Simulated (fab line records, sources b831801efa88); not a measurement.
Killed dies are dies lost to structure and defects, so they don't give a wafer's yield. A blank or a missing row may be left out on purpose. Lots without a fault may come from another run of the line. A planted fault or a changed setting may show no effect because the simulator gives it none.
Which tool did it? | flow gf180mcu | 12 lots, 36 wafers sampled, at 5 steps of a route of 602

WHAT THE GAUGES READ, wafer by wafer
GF_HV_LDD_TW_MEAS_38. Usual: HV_LDD_3_TW 1456, standard deviation 8.2.
lot  | measured     | on            | HV_LDD_3_TW    | flag
L899 | day 11 22:19 | film_metro-02 | 1471 1469 1476 |
L900 | day 12 07:17 | film_metro-02 | 1457 1457 1463 |
L908 | day 15 00:25 | film_metro-04 | 1438 1448 1446 |
L909 | day 15 06:43 | film_metro-04 | 1439 1445 1447 |
L912 | day 16 05:39 | film_metro-02 | 1462 1458 1448 |
L913 | day 16 15:28 | film_metro-03 | 1462 1466 1464 |
L916 | day 17 16:43 | film_metro-03 | 1459 1459 1459 |
L917 | day 18 00:15 | film_metro-04 | 1450 1441 1451 |
L918 | day 18 06:33 | film_metro-02 | 1455 1450 1450 |
L919 | day 18 16:44 | film_metro-03 | 1460 1457 1466 |
L920 | day 18 23:23 | film_metro-03 | 1459 1459 1453 |
L921 | day 19 08:48 | film_metro-02 | 1463 1466 1467 |

GF_SAB_THK_MEAS_01. Usual: SAB_CVD_00_THK 50.1 nm, standard deviation 0.77.
lot  | measured     | on            | SAB_CVD_00_THK (nm)           | flag
L899 | day 14 16:06 | film_metro-01 | 49.3 49.9 51.0                |
L900 | day 15 01:11 | film_metro-03 | 49.2 49.3 49.8                |
L908 | day 18 00:43 | film_metro-03 | 53.6 53.1 48.4 53.6 53.1 48.4 |
L909 | day 18 09:13 | film_metro-02 | 54.2 50.8 50.2 54.2 50.8 50.2 |
L912 | day 19 09:11 | film_metro-01 | 49.6 50.8 49.7                |
L913 | day 19 19:16 | film_metro-03 | 50.9 50.4 51.7                |
L916 | day 20 22:11 | film_metro-01 | 50.0 51.3 51.0                |
L917 | day 21 06:00 | film_metro-03 | 49.9 49.5 50.6                |
L918 | day 21 12:04 | film_metro-02 | 51.9 51.2 51.3                |
L919 | day 21 22:32 | film_metro-02 | 48.1 49.2 49.7                |
L920 | day 22 04:49 | film_metro-02 | 49.7 49.6 50.7                |
L921 | day 22 14:34 | film_metro-03 | 49.1 50.8 49.7                |

WHICH TOOL RAN EACH LOT (tool, then ch and the chambers of the sampled wafers, then the start)
lot  | GF_NSD_STRIP_11                      | GF_PSD_STRIP_10                      | GF_SAB_CVD_00
L899 | plasma_asher-01 ch 0,1, day 13 18:10 | plasma_asher-01 ch 0,1, day 14 15:28 | pecvd-01 ch 0,1,2, day 14 16:04
L900 | plasma_asher-01 ch 0,1, day 14 02:42 | plasma_asher-01 ch 0,1, day 15 00:37 | pecvd-01 ch 0,1, day 15 01:10
L908 | plasma_asher-01 ch 0,1, day 16 23:52 | plasma_asher-02 ch 0,1, day 18 00:10 | pecvd-01 ch 0,1,2, day 18 00:42
L909 | plasma_asher-02 ch 0,1, day 17 08:27 | plasma_asher-01 ch 0,1, day 18 08:40 | pecvd-01 ch 0,2, day 18 09:11
L912 | plasma_asher-04 ch 0,1, day 18 07:51 | plasma_asher-03 ch 0,1, day 19 08:37 | pecvd-04 ch 0,1,2, day 19 09:10
L913 | plasma_asher-01 ch 0,1, day 18 18:10 | plasma_asher-02 ch 0,1, day 19 18:43 | pecvd-02 ch 0,2, day 19 19:15
L916 | plasma_asher-04 ch 0,1, day 19 20:34 | plasma_asher-03 ch 0,1, day 20 21:38 | pecvd-01 ch 0,1, day 20 22:08
L917 | plasma_asher-04 ch 0,1, day 20 04:58 | plasma_asher-02 ch 1, day 21 05:27   | pecvd-01 ch 0,1, day 21 05:59
L918 | plasma_asher-01 ch 0,1, day 20 10:57 | plasma_asher-01 ch 0,1, day 21 11:30 | pecvd-02 ch 0,2, day 21 12:01
L919 | plasma_asher-04 ch 0,1, day 20 21:40 | plasma_asher-03 ch 0,1, day 21 22:00 | pecvd-01 ch 0,2, day 21 22:30
L920 | plasma_asher-01 ch 1, day 21 04:03   | plasma_asher-03 ch 0,1, day 22 04:16 | pecvd-02 ch 0,1, day 22 04:48
L921 | plasma_asher-01 ch 0,1, day 21 13:25 | plasma_asher-03 ch 0,1, day 22 14:00 | pecvd-01 ch 1,2, day 22 14:32
- GF_NSD_STRIP_11: strips in O2/N2.
- GF_PSD_STRIP_10: strips in O2/N2.
- GF_SAB_CVD_00: deposits SiO2 from TEOS, target thk 50 nm, time 4.9302 s.

WHAT THE TOOLS THEMSELVES READ (means of the sampled wafers that have a number; where no wafer has one, the mark that the record gives instead)
GF_NSD_STRIP_11. Usual: drypump_motor_current_A 5.6 A, standard deviation 0.58; heater_power_w 329 W, standard deviation 21; oes_product_au 0.487 a.u., standard deviation 0.0041; strip_time_to_endpoint_s 22.96 s, standard deviation 0.034.
lot  | tool            | drypump_motor_current_A (A) | heater_power_w (W) | oes_product_au (a.u.) | strip_time_to_endpoint_s (s) | flag
L899 | plasma_asher-01 | 5.2                         | 314                | 0.488                 | 22.92                        |
L900 | plasma_asher-01 | 5.2                         | 314                | 0.483                 | 22.99                        |
L908 | plasma_asher-01 | 5.2                         | 322                | 0.487                 | 23.00                        |
L909 | plasma_asher-02 | 6.1                         | 358                | 0.487                 | 22.97                        |
L912 | plasma_asher-04 | 6.1                         | 337                | 0.489                 | 22.98                        |
L913 | plasma_asher-01 | 5.2                         | 318                | 0.485                 | 22.96                        |
L916 | plasma_asher-04 | 5.6                         | 322                | 0.487                 | 22.97                        |
L917 | plasma_asher-04 | 6.1                         | 337                | 0.489                 | 22.94                        |
L918 | plasma_asher-01 | 5.2                         | 318                | 0.488                 | 22.96                        |
L919 | plasma_asher-04 | 5.6                         | 324                | 0.490                 | 22.95                        |
L920 | plasma_asher-01 | 5.3                         | 319                | 0.487                 | 22.93                        |
L921 | plasma_asher-01 | 5.2                         | 314                | 0.486                 | 22.95                        |

GF_PSD_STRIP_10. Usual: drypump_motor_current_A 5.8 A, standard deviation 0.34; heater_power_w 316 W, standard deviation 36; oes_product_au 0.592 a.u., standard deviation 0.0044; strip_time_to_endpoint_s 16.56 s, standard deviation 0.044.
lot  | tool            | drypump_motor_current_A (A) | heater_power_w (W) | oes_product_au (a.u.) | strip_time_to_endpoint_s (s) | flag
L899 | plasma_asher-01 | 5.3                         | 323                | 0.593                 | 16.57                        |
L900 | plasma_asher-01 | 5.2                         | 324                | 0.591                 | 16.63                        |
L908 | plasma_asher-02 | 6.1                         | 365                | 0.593                 | 16.56                        |
L909 | plasma_asher-01 | 5.3                         | 319                | 0.592                 | 16.60                        |
L912 | plasma_asher-03 | 5.9                         | 283                | 0.590                 | 16.55                        |
L913 | plasma_asher-02 | 6.1                         | 364                | 0.591                 | 16.57                        |
L916 | plasma_asher-03 | 5.9                         | 300                | 0.591                 | 16.50                        |
L917 | plasma_asher-02 | 6.0                         | 339                | 0.585                 | 16.55                        |
L918 | plasma_asher-01 | 5.3                         | 322                | 0.595                 | 16.58                        |
L919 | plasma_asher-03 | 5.9                         | 301                | 0.591                 | 16.55                        |
L920 | plasma_asher-03 | 5.9                         | 281                | 0.592                 | 16.53                        |
L921 | plasma_asher-03 | 5.9                         | 279                | 0.590                 | 16.50                        |

GF_SAB_CVD_00. Usual: heater_power_w 666 W, standard deviation 70.
lot  | tool     | heater_power_w (W) | flag
L899 | pecvd-01 | 671                |
L900 | pecvd-01 | 620                |
L908 | pecvd-01 | 685                |
L909 | pecvd-01 | 722                |
L912 | pecvd-04 | 675                |
L913 | pecvd-02 | 585                |
L916 | pecvd-01 | 706                |
L917 | pecvd-01 | 644                |
L918 | pecvd-02 | 631                |
L919 | pecvd-01 | 698                |
L920 | pecvd-02 | 660                |
L921 | pecvd-01 | 694                |

THE ANSWER, worked out from the rows above alone
Rule: a lot is off if the mean of its wafers that have a number lies more than 3 standard deviations from the usual mean. A lot without any number at a reading at which 4 lots or more have one is off too. The other lots that the step has rows for count as sound. The gauges are gone through in route order, then the tools' own readings, and for those a lot's mean is taken as printed above. The first step at which some lot is off is used, and at that step the reading that is off furthest; a lot without a number counts as furthest.
No lot is off at any reading shown: from this, nothing can be told.

WHAT THE SIMULATOR HAD PUT IN
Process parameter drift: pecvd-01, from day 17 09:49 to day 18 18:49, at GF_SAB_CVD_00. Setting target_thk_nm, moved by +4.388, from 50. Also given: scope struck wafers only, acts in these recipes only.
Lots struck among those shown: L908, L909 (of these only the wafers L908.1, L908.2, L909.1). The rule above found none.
